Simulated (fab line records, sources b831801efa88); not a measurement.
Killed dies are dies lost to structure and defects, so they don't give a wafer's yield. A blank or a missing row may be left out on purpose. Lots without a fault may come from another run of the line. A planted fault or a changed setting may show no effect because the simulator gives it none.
Problem report in the 8D (eight disciplines) form, filled by code | flow gf180mcu | the parts of the form that need people (team, actions taken, sign-off) are left out

1. THE PROBLEM
V5_W_RS at GF_V5_RS_MEAS_24 reads a mean of 0.310 ohm/sq on 3 wafers of 3 lots; wafers without a fault read 0.329 ohm/sq with a standard deviation of 0.0034. That is -5.6 standard deviations from the usual mean.
The step: measures by four-point-probe.
First seen on wafer L257.3, day 31 07:17, on film_metro-03. The record holds 33 wafers of 12 lots with a number at this step. Rule for "out", or "out of limits": more than 4 standard deviations from the usual mean. The other wafers with a number count as sound.

2. WHAT IT IS AND WHAT IT IS NOT
question                    | is                           | is not
which readings at this step | V5_W_RS                      | -
which lots                  | L257, L258, L260             | L245, L246, L247, L248, L249, L250, L251, L264, L266
which wafers of those lots  | L257.3, L258.3, L260.5       | L257.6, L258.4, L260.4
read on which gauges        | film_metro-02, film_metro-03 | film_metro-04
when                        | from day 31 07:17            | up to then (22 sound wafers); but 8 sound wafers of L258, L260, L264, L266 came after

3. SUSPECTS, AND WHAT RULES EACH OUT
Counting: a tool at a process step up to the reading stays a suspect if it ran every lot that is out. Sound lots after the first of them don't rule it out here, since some wafers of a struck lot are sound.
- the gauge at GF_V5_RS_MEAS_24: ruled out. The wafers that are out were read on 2 gauges (film_metro-02, film_metro-03).
- cvd_w-02 at GF_V5_CVD_23 (deposits W, target thk 350 nm, time 104.9 s): kept. It ran every lot that is out, first L257 (day 31 07:10); its last sound lot up to then is L251 (day 29 12:10).
Left after counting: cvd_w-02 at GF_V5_CVD_23.

4. THE CAUSE (what the simulator had put in)
Process parameter drift: cvd_w-02, from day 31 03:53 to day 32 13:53, at GF_V5_CVD_23. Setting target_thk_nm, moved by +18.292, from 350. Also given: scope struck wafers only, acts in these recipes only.
Counting left only this tool.

5. THE CHAIN OF EFFECTS, in route order
Each row: a reading whose mean over the struck wafers that have a number lies more than 3 standard deviations from the usual. Only readings for which the record gives a usual standard deviation are gone through. hours: the time from each lot's start at the first step in this table that gives one to its start at this step, as a median over the lots. sigmas: the change in usual standard deviations.
hours | step              | reading  | usual        | on struck wafers | change | sigmas
0     | GF_V5_RS_MEAS_24  | V5_W_RS  | 0.329 ohm/sq | 0.310            | -0.019 | -5.6
3     | GF_V5_THK_MEAS_25 | V5_W_THK | 340 nm       | 359              | +19    | +3.7

6. WHAT WOULD HAVE CAUGHT IT SOONER
In this record the first reading out of limits at a measuring or inspecting step was taken at day 31 07:17, 3 hours after the fault began at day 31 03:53.
Of the tool readings at GF_V5_CVD_23 for which the record gives a usual standard deviation, none was out on any struck wafer, so an alarm limit of 4 standard deviations on them would not have fired.
Of the lots that are out (3), L258, L260 began GF_V5_CVD_23 on cvd_w-02 after day 31 07:17. A hold on the tool at that time would have spared those 2.
